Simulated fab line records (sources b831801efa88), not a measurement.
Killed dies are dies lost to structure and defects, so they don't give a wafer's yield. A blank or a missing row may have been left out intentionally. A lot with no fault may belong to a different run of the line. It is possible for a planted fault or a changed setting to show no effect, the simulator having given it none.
A lot that was struck, set against a sound lot    flow sky130    34 out of 708 route steps
Sound: these wafers, L981.1, L981.2, L981.5. Wafers L991.4, L991.5, L991.6 were the ones struck. The cause is named last.
Order at every step that has rows: each side's tool, ch and its chambers, its first start. Under that, the readings that differ: sound wafers    struck wafers    difference of the means    sigmas: that difference in standard deviations of wafers without a fault.
alike: readings whose means differ by less than 2 such deviations, and words and numbers that are the same on both sides. not compared: withheld readings, readings that some wafer has no value for, bounds like >300 that may hide the same value, and numbers for which the record gives no deviation and whose values overlap.
A row with sigmas, a row that says differs or no value, or rows on one side alone: a step with any of these is where the two part. When numbers do not overlap yet have no deviation, they are printed without sigmas and do not part them. Lack of a reading on every wafer of one side parts them only where that side has two or more wafers.

first, 9 steps without rows for these wafers: SKY_VIA3_CMP_02 (polishes SiO2); SKY_VIA3_DEHYDRATE_04 (time 60 s); SKY_VIA3_HMDS_05 (prime time 60 s); SKY_VIA3_COAT_06 (resist thk 60 nm); SKY_VIA3_COAT_07 (resist thk 450 nm); SKY_VIA3_SOFTBAKE_08 (time 90 s); SKY_VIA3_EXPOSE_09 (exposes mask VIM3, target cd 200 nm); SKY_VIA3_PEB_10; SKY_VIA3_DEVELOP_11 (develop time 60 s).
SKY_VIA3_ETCH_14: etches BARC in N2/H2, stops on SiO2, time 45.9 s, target depth 60 nm.
  sound on rie diel-02 ch 0,1, day 40 22:50; struck on rie diel-04 ch 0,1,2, day 43 19:02
  alike: drypump motor current A, n2 flow sccm, oes product au, throttle valve pct
  not compared: rf hours counter h
then, 23 steps without rows for these wafers: SKY_VIA3_ETCH_15 (etches SiO2 in C4F8/O2/Ar, stops on TiN, target depth 507 nm, time 78 s); SKY_VIA3_STRIP_16 (strips in O2/N2); SKY_VIA3_STRIP_17 (strips in post etch residue remover, time 1200 s); SKY_VIA3_CLEAN_18 (cleans in IPA, time 180 s); SKY_VIA3_CLEAN_19 (cleans in O3/DIW); SKY_VIA3_SPUTTER_20 (material TiN, target thk 20 nm, time 80 s); SKY_VIA3_CVD_21 (deposits W, target thk 390 nm, time 117.31 s); SKY_VIA3_CMP_24 (polishes, stops on SiO2, t overpolish 20 s, target thk 0 nm); SKY_METAL4_SPUTTER_00 (material Ti, target thk 15 nm, time 10 s); SKY_METAL4_SPUTTER_01 (material TiN, target thk 20 nm, time 16.7 s); SKY_METAL4_SPUTTER_02 (material AlCu, target thk 735 nm, time 39.1 s); SKY_METAL4_SPUTTER_03 (material Ti, target thk 5 nm, time 3.3 s); SKY_METAL4_SPUTTER_04 (material TiN, target thk 70 nm, time 58.3 s); SKY_CAP2M_CVD_00 (deposits SiO2, target thk 15.5 nm); SKY_CAP2M_SPUTTER_02 (material TiN, target thk 200 nm, time 166.7 s); SKY_CAP2M_DEHYDRATE_05 (time 60 s); SKY_CAP2M_HMDS_06 (prime time 60 s); SKY_CAP2M_COAT_07 (resist thk 1140 nm); SKY_CAP2M_SOFTBAKE_08 (time 60 s); SKY_CAP2M_EXPOSE_09 (exposes mask CAP2M, target cd 1000 nm); SKY_CAP2M_PEB_10; SKY_CAP2M_DEVELOP_11 (develop time 60 s); SKY_CAP2M_METAL_ETCH_13 (etches TiN in Cl2/BCl3, stops on SiO2, target depth 220 nm, time 62.9 s).
-- the record jumps here: 5 days lie between the struck wafers' starts before and after (it left off in module CAP2M and takes up again in module PAD_OPEN, whose first step shown is number 708 of the route) --
SKY_PAD_OPEN_PROBE_99:
  the record has rows for the struck wafers here (prober-01, day 49 04:16) and none for the sound ones

## WHERE THEY PART
Only at SKY_PAD_OPEN_PROBE_99, as far as this record shows.

WHY: what had been put in by the simulator
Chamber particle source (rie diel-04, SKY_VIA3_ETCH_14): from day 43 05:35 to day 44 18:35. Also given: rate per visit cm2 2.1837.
